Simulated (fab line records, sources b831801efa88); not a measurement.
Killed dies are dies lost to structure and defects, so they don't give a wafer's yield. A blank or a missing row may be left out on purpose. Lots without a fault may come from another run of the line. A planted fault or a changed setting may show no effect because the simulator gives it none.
Chamber matching | flow sky130 | SKY_POLY_CUT_ETCH_11 on rie_diel-01: 4 sister chambers
The step etches Si3N4 in CF4/CH2F2/Ar, stops on poly-Si, time 42.5 s, target depth 60 nm. 16 wafers are shown with their chamber, then 7 later ones without.

WAFERS WITH THEIR CHAMBER
wafer  | chamber | drypump_motor_current_A (A) | throttle_valve_pct (%) | run_length_s (s)
L164.1 | 2       | 5.5                         | 15.000                 | 70.8
L164.4 | 0       | 6.4                         | 14.996                 | 71.5
L164.5 | 0       | 6.5                         | 14.995                 | 72.0
L165.1 | 0       | 6.5                         | 14.998                 | 71.2
L165.4 | 1       | 6.3                         | 14.986                 | 71.2
L165.6 | 2       | 5.6                         | 14.997                 | 70.8
L167.1 | 3       | 4.8                         | 15.017                 | 70.8
L167.2 | 0       | 6.5                         | 14.986                 | 71.4
L167.6 | 3       | 4.8                         | 15.000                 | 70.7
L166.1 | 3       | 4.8                         | 15.019                 | 71.0
L166.3 | 2       | 5.4                         | 14.996                 | 71.1
L166.6 | 0       | 6.5                         | 14.998                 | 71.2
L169.2 | 1       | 6.2                         | 14.991                 | 71.1
L169.5 | 1       | 6.3                         | 14.987                 | 70.9
L169.6 | 2       | 5.5                         | 14.996                 | 70.6
L171.1 | 3       | 4.8                         | 15.012                 | 70.7

SIGNATURES (means of the wafers above)
reading                 | chamber 0 | chamber 1 | chamber 2 | chamber 3 | scatter within a chamber
drypump_motor_current_A | 6.480     | 6.267     | 5.500     | 4.800     | 0.0537
throttle_valve_pct      | 14.99460  | 14.98800  | 14.99725  | 15.01200  | 0.00534
run_length_s            | 71.460    | 71.067    | 70.825    | 70.800    | 0.236
Rule: a wafer's distance from a chamber is the root of the sum, over the readings, of the square of ((its reading less the chamber's mean) divided by the reading's scatter). The wafer belongs to the nearest chamber; if the next one is less than 2 further off, it can't be placed. The scatter: the root of (the sum of the squares of (reading less its chamber's mean) over the shown wafers, divided by (wafers less chambers)).

WAFERS WITHOUT THEIR CHAMBER
wafer  | drypump_motor_current_A (A) | throttle_valve_pct (%) | run_length_s (s)
L171.2 | 6.3                         | 15.001                 | 71.2
L171.5 | 6.2                         | 14.994                 | 71.0
L170.1 | 4.8                         | 14.997                 | 70.8
L170.2 | 6.5                         | 14.984                 | 71.2
L170.3 | 5.5                         | 15.000                 | 70.5
L180.1 | 5.5                         | 14.994                 | 70.6
L180.4 | 6.3                         | 14.986                 | 71.5

WHICH CHAMBER EACH WENT THROUGH
wafer  | from the rows above     | in truth
L171.2 | can't be placed: 1 or 0 | 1
L171.5 | 1                       | 1
L170.1 | 3                       | 3
L170.2 | 0                       | 0
L170.3 | 2                       | 2
L180.1 | 2                       | 2
L180.4 | can't be placed: 1 or 0 | 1
Placed correctly: 5 of 7. Can't be placed from these rows: 2 (the true chamber is among the candidates in 2). Placed wrongly: 0.
